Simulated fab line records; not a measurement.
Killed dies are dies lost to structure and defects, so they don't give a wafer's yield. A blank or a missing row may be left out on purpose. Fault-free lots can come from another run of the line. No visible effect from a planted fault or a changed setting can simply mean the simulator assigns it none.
Problem report in the 8D (eight disciplines) form, filled by code -- flow sky130 -- the parts of the form that need people (team, actions taken, sign-off) are left out

## 1. THE PROBLEM
Mean of developer-temp-C at SKY_LDD_P_DEVELOP_06: 22.29 C across 6 wafers in 2 lots; on wafers with no fault it is 23.00 C (standard deviation 0.085). Measured from the usual mean, that is -8.4 standard deviations.
The step: develop time 60 s.
Seen first at day 27 02:56 on litho-track-03, wafer L433.1. Wafers with a number at this step in the record: 42, from 14 lots. By rule, "out" or "out of limits" means more than 4 standard deviations away from the usual mean. Any other wafer with a number is counted as sound.

## 2. WHAT IT IS AND WHAT IT IS NOT
question,is,is not
which readings at this step,developer-temp-C,-
which lots,"L432, L433","L411, L412, L413, L414, L415, L417, L418, L420, L423, L425, L427, L430"
which wafers of those lots,all that have a number,-
read on which tools,litho-track-03,"litho-track-01, litho-track-02"
when,from day 27 02:56,up to then (36 sound wafers)

## 3. WHAT RULES OUT EACH SUSPECT
Counting: any tool at a process step up to the reading is kept as a suspect provided that every lot that is out went through it and no sound lot did after the first of them.
- litho-track-03 at SKY_LDD_P_DEVELOP_06 (develop time 60 s): kept. It ran every lot that is out, first L433 (day 27 02:56), and no sound lot after that; its last sound lot up to then is L427 (day 25 11:59). Its own readings are out on those wafers: developer-temp-C.
After counting, what remains is litho-track-03 at SKY_LDD_P_DEVELOP_06.

## 4. THE CAUSE (what the simulator had put in)
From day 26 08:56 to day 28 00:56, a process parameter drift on litho-track-03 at SKY_LDD_P_DEVELOP_06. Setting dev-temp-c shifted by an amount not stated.
After counting, this tool was the only one left.

## 5. THE CHAIN OF EFFECTS, in route order
Rows list readings where the struck wafers' mean (over those with a number) sits beyond 3 standard deviations from the usual. Readings are gone through only where the record gives a usual standard deviation; hours: the median, over the lots, of the time from a lot's start at the first step in this table giving one to that lot's start at this step; sigmas: the change measured in usual standard deviations.
hours,step,reading,usual,on struck wafers,change,sigmas
0,SKY_LDD_P_DEVELOP_06,developer-temp-C,23.00 C,22.29,-0.71,-8.4
Its process steps:
- SKY_LDD_P_DEVELOP_06: develop time 60 s.
At these later measuring or inspecting steps, every struck wafer for which the step has a row has a number for every such reading, and none has moved that far: SKY_LDD_P_CD_MEAS_07, SKY_LDD_HVN_OVL_MEAS_07.

## 6. WHAT WOULD HAVE CAUGHT IT SOONER
The fault began at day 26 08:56; the first out-of-limits reading in this record came at day 27 02:56, 18 hours later.
